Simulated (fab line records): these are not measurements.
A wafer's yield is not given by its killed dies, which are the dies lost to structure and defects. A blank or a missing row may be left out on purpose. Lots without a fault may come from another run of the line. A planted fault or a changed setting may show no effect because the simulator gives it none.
Problem report in the 8D (eight disciplines) form, filled by code | flow gf180mcu | the parts of the form that need people (team, actions taken, sign-off) are left out

1. THE ISSUE
Across 3 wafers from 3 lots, SALICIDE_TIN_RS at GF_SALICIDE_RS_MEAS_04 averages 15.02 ohm/sq, while fault-free wafers read 16.29 ohm/sq with a standard deviation of 0.25. That puts it -5.1 standard deviations away from the usual mean.
The step: measures by four-point-probe.
The first sign was on wafer L888.4 at day 21 12:25, on film_metro-02. At this step, 37 wafers from 13 lots have a number in the record. Rule for "out" (also "out of limits"): further than 4 standard deviations from the usual mean. Any other wafer with a number is counted as sound.

2. WHAT IT IS, WHAT IT ISN'T
question                    | is                                          | is not
which readings at this step | SALICIDE_TIN_RS                             | -
which lots                  | L888, L889, L891                            | L873, L876, L877, L878, L879, L880, L881, L886, L887, L895
which wafers of those lots  | L888.4, L889.2, L891.4                      | L888.3, L889.1, L889.6, L891.6
read on which gauges        | film_metro-02, film_metro-03, film_metro-04 | -
when                        | from day 21 12:25                           | up to then (28 sound wafers); but 6 sound wafers of L889, L891, L895 came after

3. WHAT RULES OUT EACH SUSPECT
Counting: any tool at a process step up to the reading remains a suspect provided it ran every lot that is out. Sound lots after the first of them don't rule it out here, since some wafers of a struck lot are sound.
- the gauge at GF_SALICIDE_RS_MEAS_04 is ruled out. 3 gauges (film_metro-02, film_metro-03, film_metro-04) read the wafers that are out.
- pvd_sputter-01 at GF_SALICIDE_SPUTTER_02 (material Co, target thk 10 nm, time 20 s): kept. Ran every lot that is out, first one L888 (day 21 12:19); last sound lot up to then L886 (day 21 01:02).
The count leaves pvd_sputter-01 at GF_SALICIDE_SPUTTER_02.

4. THE CAUSE (what the simulator had put in)
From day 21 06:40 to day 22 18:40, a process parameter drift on pvd_sputter-01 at GF_SALICIDE_SPUTTER_02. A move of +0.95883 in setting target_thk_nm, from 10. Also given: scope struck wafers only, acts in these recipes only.
Counting left only this tool.

5. THE EFFECT CHAIN, in route order
Each row: a reading whose mean over the struck wafers that have a number lies more than 3 standard deviations from the usual. Scope: only readings with a usual standard deviation given in the record; hours: median across lots of the time from each lot's start at the first step in this table that gives one to its start at this step; sigmas: change in usual standard deviations.
hours | step                   | reading         | usual        | on struck wafers | change | sigmas
0     | GF_SALICIDE_RS_MEAS_04 | SALICIDE_TIN_RS | 16.29 ohm/sq | 15.02            | -1.27  | -5.1

6. HOW IT WOULD HAVE BEEN CAUGHT EARLIER
In this record the first reading out of limits at a measuring or inspecting step was taken at day 21 12:25, 6 hours after the fault began at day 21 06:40.
No tool reading at GF_SALICIDE_SPUTTER_02 that has a usual standard deviation in the record was out on any struck wafer, so an alarm limit of 4 standard deviations on those readings would not have fired.
Among the 3 lots that are out, L889, L891 began GF_SALICIDE_SPUTTER_02 on pvd_sputter-01 after day 21 12:25. A hold on the tool at that time would have spared those 2.
